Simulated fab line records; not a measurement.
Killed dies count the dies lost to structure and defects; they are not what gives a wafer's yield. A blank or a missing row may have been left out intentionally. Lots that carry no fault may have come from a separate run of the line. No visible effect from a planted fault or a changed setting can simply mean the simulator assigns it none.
Matching of chambers	flow sky130	4 sister chambers for SKY_METAL3_ETCH_17 on rieDiel-01
The step etches SiO2 in C4F8/O2/Ar, stops on TiN, time 3.9 s, target depth 15 nm. 4 wafers are shown with their chamber, then 9 later ones without.

WAFERS WITH THEIR CHAMBER
wafer	chamber	oesProductAu (a.u.)
L488.5	3	0.749
L496.1	2	0.742
L496.2	0	0.741
L496.4	1	0.758

WAFERS WITH NO CHAMBER GIVEN
wafer	oesProductAu (a.u.)
L498.2	0.744
L498.3	0.736
L498.4	0.747
L501.4	0.763
L501.5	0.750
L501.6	0.753
L502.1	0.746
L502.3	0.749
L502.4	0.747

WHICH CHAMBER EACH ONE RAN IN
wafer	from the rows above	in truth
L498.2	can't be placed: 2 or 0 or 3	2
L498.3	can't be placed: 0 or 2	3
L498.4	can't be placed: 3 or 2 or 0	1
L501.4	1	1
L501.5	3	3
L501.6	can't be placed: 3 or 1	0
L502.1	can't be placed: 3 or 2 or 0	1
L502.3	3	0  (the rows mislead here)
L502.4	can't be placed: 3 or 2 or 0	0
Correctly placed: 2 of 9. Unplaceable from these rows: 6, with the true chamber sitting among the candidates in 2. Placed wrongly: 1.
How it was worked out, from the rows above alone: a wafer's distance from a chamber is the root of the sum, over the readings, of the square of ((its reading less the chamber's mean) divided by the reading's scatter). The wafer belongs to the nearest chamber; if the next one is less than 2 further off, it can't be placed. A chamber's mean is the mean of its shown wafers. The scatter: with one shown wafer a chamber, the root of the mean of the squares of how far each hidden wafer lies from its nearest shown one.
